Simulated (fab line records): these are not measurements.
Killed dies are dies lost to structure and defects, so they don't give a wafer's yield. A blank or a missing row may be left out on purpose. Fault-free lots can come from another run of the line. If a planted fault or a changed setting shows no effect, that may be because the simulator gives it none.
fab line records | flow sky130
record: lots: 6 | wafers: 18 | lastDay: 49
route steps=708 shown LDD_N@245 LDD_P@255 LDD_HVN@267 LDD_HVP@278
lots that met no fault: from a run of the same line without faults
startH: start of the lot's first displayed wafer, in hours after the record's first day | waitH: time in hours since the lot's previous step | " the same as in the row above | L1.1+2: one row covering several wafers at once | - no value present, or no start provided | * or withheld: withheld | < > ~ a bound
route shown NAME@n: a module of which the file shows steps, and the number in the route of the first | usual: mean/standard deviation of fault-free wafers | same: alike in all rows | chamber/n: place in a boat | sites: each site's reading | _std_site: their standard deviation | _edge_site: the outer-site mean with the inner-site mean subtracted | radiusMm: how far each site lies from the wafer's centre | mask NAME#n: copy n | behind: the last tool/chamber to shape the wafer | hold: why the lot went on hold/how many hours it stayed there/how the hold came to an end | device: the n, p or np transistor that did not switch | end of line: the tests these same wafers got at the end of their route | where a step has no rows: the recipe by itself | killed: not the wafer's yield, but the dies lost to structure and defects at the first sort | map: a wafer's dies, x killed, . not, _ none there
set.NAME: the run value of the setting; set.NAME@STEP: its run value at that earlier step | model.NAME: the simulator's own value behind a step, which no gauge read
a table for each step, a row for each wafer; lots at some steps of the route
services: the hour from which a tool's chamber was out of use, counted from the record's first day as startH (under 0 if before that day), plus the number of hours and why
== steps ==
step: SKY_LDD_N_IMPLANT_08
recipe: species: As | energyKev: 20 | doseCm2: 7.5e+13 | tiltDeg: withheld | rotationDeg: 23
step: SKY_LDD_N_IMPLANT_09
recipe: species: As | energyKev: 20 | doseCm2: 7.5e+13 | tiltDeg: withheld | rotationDeg: 113
step: SKY_LDD_N_IMPLANT_10
recipe: species: As | energyKev: 20 | doseCm2: 7.5e+13 | tiltDeg: withheld | rotationDeg: 203
step: SKY_LDD_N_IMPLANT_11
recipe: species: As | energyKev: 20 | doseCm2: 7.5e+13 | tiltDeg: withheld | rotationDeg: 293
step: SKY_LDD_N_IMPLANT_12
recipe: species: BF2 | energyKev: 50 | doseCm2: 5e+12 | tiltDeg: 30 | rotationDeg: 0
step: SKY_LDD_N_IMPLANT_13
recipe: species: BF2 | energyKev: 50 | doseCm2: 5e+12 | tiltDeg: 30 | rotationDeg: 90
step: SKY_LDD_N_IMPLANT_14
recipe: species: BF2 | energyKev: 50 | doseCm2: 5e+12 | tiltDeg: 30 | rotationDeg: 180
step: SKY_LDD_N_IMPLANT_15
recipe: species: BF2 | energyKev: 50 | doseCm2: 5e+12 | tiltDeg: 30 | rotationDeg: 270
step: SKY_LDD_N_STRIP_16
recipe: chemistry: O2/N2 | powerW: 1400 | pressureMtorr: 1500 | platenTempC: withheld | o2FlowSccm: 3000 | n2FlowSccm: 300 | overashFraction: 0.5
usual: drypumpMotorCurrentA: 5.7/0.47 | oesProductAu: 0.407/0.0046 | stripTimeToEndpointS: 4.314/0.013
same: overashFraction: 0.5
lot.wafer | tool           | chamber | startH | waitH | drypumpMotorCurrentA | oesProductAu | rfHoursCounterH | stripTimeToEndpointS
L891.4    | plasmaAsher-03 | 0       | 401.23 | 0.1   | 5.6                  | 0.406        | -               | 4.309
L891.5    | "              | 1       | "      | "     | 6.1                  | 0.403        | -               | 4.296
L891.6    | "              | 0       | "      | "     | 5.7                  | 0.410        | -               | 4.289
L896.1    | plasmaAsher-02 | 0       | 452.00 | 0.1   | 4.8                  | 0.409        | 30              | 4.325
L896.4    | "              | 1       | "      | "     | 5.8                  | 0.405        | -               | 4.310
L896.5    | "              | 1       | "      | "     | 5.8                  | 0.414        | -               | 4.317
L905.1    | plasmaAsher-04 | 0       | 530.65 | 0.1   | 6.0                  | 0.405        | 11              | 4.295
L905.2    | "              | 1       | "      | "     | 5.9                  | 0.406        | 11              | 4.294
L905.5    | "              | 1       | "      | "     | 5.9                  | 0.404        | -               | 4.301
L906.1    | plasmaAsher-02 | 0       | 532.25 | 0.1   | 4.8                  | 0.405        | 39              | 4.320
L906.2    | "              | 1       | "      | "     | 5.8                  | 0.402        | 39              | 4.309
L906.5    | "              | 0       | "      | "     | 4.8                  | 0.411        | -               | 4.311
L909.1    | plasmaAsher-04 | 1       | 563.95 | 0.1   | 5.9                  | 0.412        | 15              | 4.333
L909.4    | "              | 0       | "      | "     | 6.0                  | 0.404        | -               | 4.322
L909.5    | "              | 0       | "      | "     | 6.0                  | 0.411        | -               | 4.314
L911.1    | plasmaAsher-04 | 0       | 573.80 | 0.1   | 6.0                  | 0.406        | 16              | 4.300
L911.4    | "              | 1       | "      | "     | 5.9                  | 0.408        | -               | 4.322
L911.6    | "              | 0       | "      | "     | 6.0                  | 0.413        | -               | 4.310
step: SKY_LDD_N_TW_MEAS_17
usual: LDD_N_TW: 2593/16
lot.wafer | tool         | chamber | startH | waitH | LDD_N_TW
L891.4    | filmMetro-04 | -       | 401.33 | 0.1   | 2586
L891.5    | "            | -       | "      | "     | 2591
L891.6    | "            | -       | "      | "     | 2592
L896.1    | filmMetro-03 | -       | 452.10 | 0.1   | 2588
L896.4    | "            | -       | "      | "     | 2582
L896.5    | "            | -       | "      | "     | 2571
L905.1    | filmMetro-04 | -       | 530.75 | 0.1   | 2603
L905.2    | "            | -       | "      | "     | 2596
L905.5    | "            | -       | "      | "     | 2614
L906.1    | filmMetro-04 | -       | 532.35 | 0.1   | 2611
L906.2    | "            | -       | "      | "     | 2616
L906.5    | "            | -       | "      | "     | 2616
L909.1    | filmMetro-03 | -       | 564.05 | 0.1   | 2579
L909.4    | "            | -       | "      | "     | 2583
L909.5    | "            | -       | "      | "     | 2577
L911.1    | filmMetro-03 | -       | 573.90 | 0.1   | 2580
L911.4    | "            | -       | "      | "     | 2571
L911.6    | "            | -       | "      | "     | 2582
step: SKY_LDD_P_DEHYDRATE_00
recipe: tempC: 200 | timeS: 60
step: SKY_LDD_P_HMDS_01
recipe: primeTimeS: 60 | primeTempC: 120
step: SKY_LDD_P_COAT_02
recipe: resist: NOVOLAK | spinRpm: 3000 | resistThkNm: 1140
usual: chillPlateTempC: 23.00/0.1 | dispensePressureKPa: 50.9/1
lot.wafer | tool          | chamber | startH | waitH | chillPlateTempC | dispensePressureKPa
L891.4    | lithoTrack-02 | 0       | 415.61 | 0.1   | 23.05           | 48.8
L891.5    | "             | 0       | "      | "     | 23.16           | 48.8
L891.6    | "             | 0       | "      | "     | 23.00           | 48.9
L896.1    | lithoTrack-04 | 0       | 467.81 | 0.1   | 22.92           | 51.6
L896.4    | "             | 0       | "      | "     | 22.96           | 51.6
L896.5    | "             | 0       | "      | "     | 23.02           | 51.6
L905.1    | lithoTrack-01 | -       | 545.27 | 0.1   | -               | -
L905.2    | "             | -       | "      | "     | -               | -
L905.5    | "             | -       | "      | "     | -               | -
L906.1    | lithoTrack-04 | -       | 546.66 | 0.1   | -               | -
L906.2    | "             | -       | "      | "     | -               | -
L906.5    | "             | -       | "      | "     | -               | -
L909.1    | lithoTrack-02 | 0       | 578.59 | 0.1   | 23.17           | 48.9
L909.4    | "             | 0       | "      | "     | 22.98           | 48.8
L909.5    | "             | 0       | "      | "     | 23.08           | 48.8
L911.1    | lithoTrack-04 | 0       | 588.81 | 0.1   | 22.91           | 51.6
L911.4    | "             | 0       | "      | "     | 23.07           | 51.6
L911.6    | "             | 0       | "      | "     | 23.09           | 51.6
step: SKY_LDD_P_SOFTBAKE_03
recipe: tempC: 90 | timeS: 60 | resist: NOVOLAK
step: SKY_LDD_P_EXPOSE_04
recipe: maskId: PSDM | na: 0.6 | sourceShape: conventional | sigmaOuter: 0.6 | polarization: unpolarized | targetCdNm: 380 | doseMj: 138
step: SKY_LDD_P_PEB_05
recipe: tempC: withheld | timeS: * | resist: NOVOLAK
step: SKY_LDD_P_DEVELOP_06
recipe: resist: NOVOLAK | developer: TMAH | developTimeS: 60 | devTempC: 23
step: SKY_LDD_P_CD_MEAS_07
recipe: targetCdNm: 380
usual: cdNm: 380.1/2.9
lot.wafer | tool     | chamber | startH | waitH | cdNm
L891.4    | cdSem-02 | -       | 430.93 | 0.1   | 385.0
L891.5    | "        | -       | "      | "     | 382.1
L891.6    | "        | -       | "      | "     | 383.4
L896.1    | cdSem-02 | -       | 483.07 | 0.1   | 375.6
L896.4    | "        | -       | "      | "     | 377.4
L896.5    | "        | -       | "      | "     | 378.2
L905.1    | cdSem-02 | -       | 561.06 | 0.1   | -
L905.2    | "        | -       | "      | "     | -
L905.5    | "        | -       | "      | "     | -
L906.1    | cdSem-02 | -       | 562.02 | 0.1   | -
L906.2    | "        | -       | "      | "     | -
L906.5    | "        | -       | "      | "     | -
L909.1    | cdSem-02 | -       | 593.12 | 0.1   | 380.0
L909.4    | "        | -       | "      | "     | 377.6
L909.5    | "        | -       | "      | "     | 377.1
L911.1    | cdSem-01 | -       | 603.37 | 0.1   | 377.2
L911.4    | "        | -       | "      | "     | 378.0
L911.6    | "        | -       | "      | "     | 378.6
step: SKY_LDD_P_OVL_MEAS_08
usual: LDD_P_OVL: -0.4/1.4
lot.wafer | tool       | chamber | startH | waitH | LDD_P_OVL[nm]
L891.4    | overlay-02 | -       | 431.01 | 0.1   | -0.3
L891.5    | "          | -       | "      | "     | -0.3
L891.6    | "          | -       | "      | "     | 0.3
L896.1    | overlay-01 | -       | 483.19 | 0.1   | -1.8
L896.4    | "          | -       | "      | "     | -2.4
L896.5    | "          | -       | "      | "     | 0.2
L905.1    | overlay-02 | -       | 561.18 | 0.1   | -
L905.2    | "          | -       | "      | "     | -
L905.5    | "          | -       | "      | "     | -
L906.1    | overlay-01 | -       | 562.14 | 0.1   | -
L906.2    | "          | -       | "      | "     | -
L906.5    | "          | -       | "      | "     | -
L909.1    | overlay-01 | -       | 593.24 | 0.1   | 0.1
L909.4    | "          | -       | "      | "     | 2.1
L909.5    | "          | -       | "      | "     | 1.6
L911.1    | overlay-02 | -       | 603.49 | 0.1   | 1.0
L911.4    | "          | -       | "      | "     | -1.1
L911.6    | "          | -       | "      | "     | -0.1
step: SKY_LDD_P_IMPLANT_09
recipe: species: BF2 | energyKev: 25 | doseCm2: 1e+13 | tiltDeg: withheld
step: SKY_LDD_P_STRIP_10
recipe: chemistry: O2/N2 | powerW: 1400 | pressureMtorr: 1500 | platenTempC: withheld | o2FlowSccm: 3000 | n2FlowSccm: 300 | overashFraction: 0.5
usual: drypumpMotorCurrentA: 5.7/0.48 | oesProductAu: 0.716/0.0043 | stripTimeToEndpointS: 14.18/0.033
same: overashFraction: 0.5
lot.wafer | tool           | chamber | startH | waitH | drypumpMotorCurrentA | oesProductAu | rfHoursCounterH | stripTimeToEndpointS
L891.4    | plasmaAsher-03 | 1       | 431.21 | 0.1   | 6.1                  | 0.718        | -               | 14.15
L891.5    | "              | 0       | "      | "     | 5.7                  | 0.723        | -               | 14.16
L891.6    | "              | 1       | "      | "     | 6.1                  | 0.720        | -               | 14.14
L896.1    | plasmaAsher-02 | 0       | 483.37 | 0.1   | 4.8                  | 0.712        | 33              | 14.18
L896.4    | "              | 1       | "      | "     | 5.8                  | 0.713        | -               | 14.18
L896.5    | "              | 1       | "      | "     | 5.8                  | 0.716        | -               | 14.16
L905.1    | plasmaAsher-01 | 0       | 561.37 | 0.1   | 6.3                  | -            | 75              | -
L905.2    | "              | 1       | "      | "     | 5.6                  | -            | 75              | -
L905.5    | "              | 1       | "      | "     | 5.7                  | -            | -               | -
L906.1    | plasmaAsher-02 | 0       | 562.32 | 0.1   | 4.8                  | -            | 41              | -
L906.2    | "              | 1       | "      | "     | 5.8                  | -            | 41              | -
L906.5    | "              | 0       | "      | "     | 4.8                  | -            | -               | -
L909.1    | plasmaAsher-02 | 1       | 593.42 | 0.1   | 5.8                  | 0.719        | 45              | 14.20
L909.4    | "              | 1       | "      | "     | 5.8                  | 0.715        | -               | 14.21
L909.5    | "              | 0       | "      | "     | 4.8                  | 0.706        | -               | 14.16
L911.1    | plasmaAsher-01 | 1       | 603.67 | 0.1   | 5.6                  | 0.714        | 79              | 14.18
L911.4    | "              | 0       | "      | "     | 6.3                  | 0.709        | -               | 14.19
L911.6    | "              | 0       | "      | "     | 6.3                  | 0.717        | -               | 14.20
step: SKY_LDD_P_TW_MEAS_11
usual: LDD_P_TW: 641/5.1
lot.wafer | tool         | chamber | startH | waitH | LDD_P_TW
L891.4    | filmMetro-04 | -       | 431.30 | 0.1   | 641
L891.5    | "            | -       | "      | "     | 643
L891.6    | "            | -       | "      | "     | 641
L896.1    | filmMetro-02 | -       | 483.47 | 0.1   | 645
L896.4    | "            | -       | "      | "     | 645
L896.5    | "            | -       | "      | "     | 643
L905.1    | filmMetro-02 | -       | 561.47 | 0.1   | 650
L905.2    | "            | -       | "      | "     | 646
L905.5    | "            | -       | "      | "     | 644
L906.1    | filmMetro-04 | -       | 562.42 | 0.1   | 638
L906.2    | "            | -       | "      | "     | 637
L906.5    | "            | -       | "      | "     | 636
L909.1    | filmMetro-01 | -       | 593.52 | 0.1   | 633
L909.4    | "            | -       | "      | "     | 634
L909.5    | "            | -       | "      | "     | 635
L911.1    | filmMetro-04 | -       | 603.77 | 0.1   | 636
L911.4    | "            | -       | "      | "     | 636
L911.6    | "            | -       | "      | "     | 641
step: SKY_LDD_HVN_DEHYDRATE_00
recipe: tempC: 200 | timeS: 60
step: SKY_LDD_HVN_HMDS_01
recipe: primeTimeS: 60 | primeTempC: 120
step: SKY_LDD_HVN_COAT_02
recipe: resist: NOVOLAK | spinRpm: 3000 | resistThkNm: 300
step: SKY_LDD_HVN_SOFTBAKE_03
recipe: tempC: 90 | timeS: 60 | resist: NOVOLAK
step: SKY_LDD_HVN_EXPOSE_04
recipe: maskId: HVNTM | na: 0.6 | sourceShape: conventional | sigmaOuter: 0.6 | polarization: unpolarized | targetCdNm: 700 | doseMj: 127
step: SKY_LDD_HVN_PEB_05
recipe: tempC: withheld | timeS: * | resist: NOVOLAK
step: SKY_LDD_HVN_DEVELOP_06
recipe: resist: NOVOLAK | developer: TMAH | developTimeS: 60 | devTempC: 23
step: SKY_LDD_HVN_OVL_MEAS_07
usual: LDD_HVN_OVL: 1.2/1.3
lot.wafer | tool       | chamber | startH | waitH | LDD_HVN_OVL[nm]
L891.4    | overlay-02 | -       | 461.58 | 0.1   | -0.3
L891.5    | "          | -       | "      | "     | -0.2
L891.6    | "          | -       | "      | "     | 1.8
L896.1    | overlay-02 | -       | 513.64 | 0.1   | 0.4
L896.4    | "          | -       | "      | "     | -1.2
L896.5    | "          | -       | "      | "     | 0.1
L905.1    | overlay-01 | -       | 589.76 | 0.1   | 0.3
L905.2    | "          | -       | "      | "     | 1.7
L905.5    | "          | -       | "      | "     | 0.7
L906.1    | overlay-01 | -       | 591.61 | 0.1   | 0.5
L906.2    | "          | -       | "      | "     | 0.8
L906.5    | "          | -       | "      | "     | 1.2
L909.1    | overlay-02 | -       | 622.66 | 0.1   | -0.8
L909.4    | "          | -       | "      | "     | 0.0
L909.5    | "          | -       | "      | "     | 2.5
L911.1    | overlay-02 | -       | 632.96 | 0.1   | -1.4
L911.4    | "          | -       | "      | "     | -0.3
L911.6    | "          | -       | "      | "     | 0.1
step: SKY_LDD_HVN_IMPLANT_08
recipe: species: P | energyKev: 60 | doseCm2: 3e+13 | tiltDeg: 40
step: SKY_LDD_HVN_STRIP_09
recipe: chemistry: O2/N2 | powerW: 1400 | pressureMtorr: 1500 | platenTempC: withheld | o2FlowSccm: 3000 | n2FlowSccm: 300 | overashFraction: 0.5
usual: drypumpMotorCurrentA: 5.96/0.27 | oesProductAu: 0.408/0.0044 | stripTimeToEndpointS: 4.132/0.014
same: overashFraction: 0.5
lot.wafer | tool           | chamber | startH | waitH | drypumpMotorCurrentA | oesProductAu | rfHoursCounterH | stripTimeToEndpointS
L891.4    | plasmaAsher-01 | 1       | 461.78 | 0.1   | 5.64                 | 0.408        | -               | 4.138
L891.5    | "              | 0       | "      | "     | 6.29                 | 0.413        | -               | 4.141
L891.6    | "              | 1       | "      | "     | 5.64                 | 0.409        | -               | 4.118
L896.1    | plasmaAsher-04 | 0       | 513.83 | 0.1   | 6.03                 | 0.415        | 9               | 4.122
L896.4    | "              | 0       | "      | "     | 6.03                 | 0.411        | -               | 4.138
L896.5    | "              | 0       | "      | "     | 6.04                 | 0.407        | -               | 4.126
L905.1    | plasmaAsher-01 | 0       | 589.95 | 0.1   | 6.29                 | 0.405        | 78              | 4.144
L905.2    | "              | 1       | "      | "     | 5.64                 | 0.410        | 78              | 4.132
L905.5    | "              | 0       | "      | "     | 6.31                 | 0.407        | -               | 4.156
L906.1    | plasmaAsher-01 | 0       | 591.80 | 0.1   | 6.30                 | 0.407        | 78              | 4.124
L906.2    | "              | 1       | "      | "     | 5.63                 | 0.408        | 78              | 4.139
L906.5    | "              | 1       | "      | "     | 5.65                 | 0.411        | -               | 4.139
L909.1    | plasmaAsher-01 | 0       | 622.97 | 0.1   | 6.28                 | 0.410        | 81              | 4.139
L909.4    | "              | 0       | "      | "     | 6.32                 | 0.406        | -               | 4.137
L909.5    | "              | 0       | "      | "     | 6.31                 | 0.403        | -               | 4.131
L911.1    | plasmaAsher-01 | 1       | 633.15 | 0.1   | 5.62                 | 0.412        | 82              | 4.139
L911.4    | "              | 0       | "      | "     | 6.31                 | 0.405        | -               | 4.134
L911.6    | "              | 0       | "      | "     | 6.29                 | 0.413        | -               | 4.132
step: SKY_LDD_HVN_TW_MEAS_10
usual: LDD_HVN_TW: 1436/9.4
lot.wafer | tool         | chamber | startH | waitH | LDD_HVN_TW
L891.4    | filmMetro-03 | -       | 461.88 | 0.1   | 1429
L891.5    | "            | -       | "      | "     | 1427
L891.6    | "            | -       | "      | "     | 1435
L896.1    | filmMetro-01 | -       | 513.93 | 0.1   | 1424
L896.4    | "            | -       | "      | "     | 1430
L896.5    | "            | -       | "      | "     | 1428
L905.1    | filmMetro-01 | -       | 590.05 | 0.1   | 1470
L905.2    | "            | -       | "      | "     | 1470
L905.5    | "            | -       | "      | "     | 1474
L906.1    | filmMetro-03 | -       | 591.90 | 0.1   | 1470
L906.2    | "            | -       | "      | "     | 1466
L906.5    | "            | -       | "      | "     | 1470
L909.1    | filmMetro-04 | -       | 623.07 | 0.1   | 1434
L909.4    | "            | -       | "      | "     | 1443
L909.5    | "            | -       | "      | "     | 1437
L911.1    | filmMetro-01 | -       | 633.25 | 0.1   | 1427
L911.4    | "            | -       | "      | "     | 1422
L911.6    | "            | -       | "      | "     | 1427
step: SKY_LDD_HVP_DEHYDRATE_00
recipe: tempC: 200 | timeS: 60
step: SKY_LDD_HVP_HMDS_01
recipe: primeTimeS: 60 | primeTempC: 120
step: SKY_LDD_HVP_COAT_02
recipe: resist: NOVOLAK | spinRpm: 3000 | resistThkNm: 300
step: SKY_LDD_HVP_SOFTBAKE_03
recipe: tempC: 90 | timeS: 60 | resist: NOVOLAK
step: SKY_LDD_HVP_EXPOSE_04
recipe: maskId: HVPTM | na: 0.6 | sourceShape: conventional | sigmaOuter: 0.6 | polarization: unpolarized | targetCdNm: 700 | doseMj: 86
step: SKY_LDD_HVP_PEB_05
recipe: tempC: withheld | timeS: * | resist: NOVOLAK
step: SKY_LDD_HVP_DEVELOP_06
recipe: resist: NOVOLAK | developer: TMAH | developTimeS: 60 | devTempC: 23
step: SKY_LDD_HVP_OVL_MEAS_07
usual: LDD_HVP_OVL: 1.1/1.8
lot.wafer | tool       | chamber | startH | waitH | LDD_HVP_OVL[nm]
L891.4    | overlay-02 | -       | 492.46 | 0.1   | -0.5
L891.5    | "          | -       | "      | "     | 1.8
L891.6    | "          | -       | "      | "     | 0.9
L896.1    | overlay-01 | -       | 543.87 | 0.1   | 4.7
L896.4    | "          | -       | "      | "     | 5.4
L896.5    | "          | -       | "      | "     | 4.8
L905.1    | overlay-01 | -       | 619.06 | 0.1   | 0.5
L905.2    | "          | -       | "      | "     | 2.0
L905.5    | "          | -       | "      | "     | 0.9
L906.1    | overlay-01 | -       | 620.64 | 0.1   | -2.3
L906.2    | "          | -       | "      | "     | -2.6
L906.5    | "          | -       | "      | "     | -2.9
L909.1    | overlay-02 | -       | 652.09 | 0.1   | -0.5
L909.4    | "          | -       | "      | "     | -0.2
L909.5    | "          | -       | "      | "     | 0.5
L911.1    | overlay-02 | -       | 660.37 | 0.1   | -0.6
L911.4    | "          | -       | "      | "     | 0.0
L911.6    | "          | -       | "      | "     | -0.1
step: SKY_LDD_HVP_IMPLANT_08
recipe: species: B | energyKev: 20 | doseCm2: 1.7e+13 | tiltDeg: 17.9
step: SKY_LDD_HVP_TW_MEAS_10
usual: LDD_HVP_TW: 457/3.5
lot.wafer | tool         | chamber | startH | waitH | LDD_HVP_TW
L891.4    | filmMetro-02 | -       | 492.75 | 0.1   | 461
L891.5    | "            | -       | "      | "     | 464
L891.6    | "            | -       | "      | "     | 461
L896.1    | filmMetro-01 | -       | 544.15 | 0.1   | 453
L896.4    | "            | -       | "      | "     | 457
L896.5    | "            | -       | "      | "     | 455
L905.1    | filmMetro-03 | -       | 619.35 | 0.1   | 698
L905.2    | "            | -       | "      | "     | 693
L905.5    | "            | -       | "      | "     | 699
L906.1    | filmMetro-03 | -       | 620.92 | 0.1   | 696
L906.2    | "            | -       | "      | "     | 695
L906.5    | "            | -       | "      | "     | 696
L909.1    | filmMetro-03 | -       | 652.37 | 0.1   | 454
L909.4    | "            | -       | "      | "     | 456
L909.5    | "            | -       | "      | "     | 454
L911.1    | filmMetro-01 | -       | 660.65 | 0.1   | 459
L911.4    | "            | -       | "      | "     | 459
L911.6    | "            | -       | "      | "     | 458
== services ==
tool           | chamber | startH | hours | kind
plasmaAsher-04 | -       | 421.25 | 9.0   | pm
plasmaAsher-04 | 0       | 421.25 | 9.0   | ventCycle
plasmaAsher-04 | 1       | 421.25 | 9.0   | ventCycle
plasmaAsher-04 | 0       | 430.25 | -     | clean
plasmaAsher-04 | 1       | 430.25 | -     | clean
plasmaAsher-02 | -       | 435.17 | 6.6   | repair
plasmaAsher-03 | -       | 506.05 | 20.6  | repair
plasmaAsher-01 | -       | 510.88 | 2.8   | pm
plasmaAsher-02 | -       | 541.10 | 0.4   | repair
plasmaAsher-03 | -       | 590.43 | 0.4   | repair
plasmaAsher-01 | -       | 594.59 | 0.4   | repair
== key ==
firstSign: step: SKY_LDD_P_COAT_02 | reading: toolRecord | direction: missing
effect: step: SKY_LDD_P_CD_MEAS_07 | reading: cdNm | direction: missing
effect: step: SKY_LDD_P_OVL_MEAS_08 | reading: LDD_P_OVL | direction: missing
effect: step: SKY_LDD_HVN_TW_MEAS_10 | reading: LDD_HVN_TW | direction: up | sigmas: 3.7 | usual: 1436 | struck: 1470
effect: step: SKY_LDD_HVP_TW_MEAS_10 | reading: LDD_HVP_TW | direction: up | sigmas: 68 | usual: 457 | struck: 696
metAt SKY_LDD_P_COAT_02
struckWafers L905.1,L905.2,L905.5,L906.1,L906.2,L906.5
rowsEnd L905.1,L905.5
sortLeftOut L905.2,L906.1,L906.2,L906.5
testerLeftOut L905,L906
onsetBetween 467.81 545.27
fault: kind: skippedStepWhole | tool: lithoTrack-01,lithoTrack-04 | chamber: - | onsetH: 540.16 | steps: SKY_LDD_P_COAT_02 | scope: struckLotsOnly
testerLeftOut: of these lots the tester's yield and bins aren't shown, on N5 and GAA mostly nor the transistor test; their killed dies are dies lost to structure and defects alone, not to doping, threshold or leakage, so they don't give the yield
sortLeftOut: the simulated sort isn't trusted on such a fault, so these wafers' sort isn't shown, and their yield isn't known
rowsEnd: these wafers met a further fault down the route, and their rows from its step on are left out
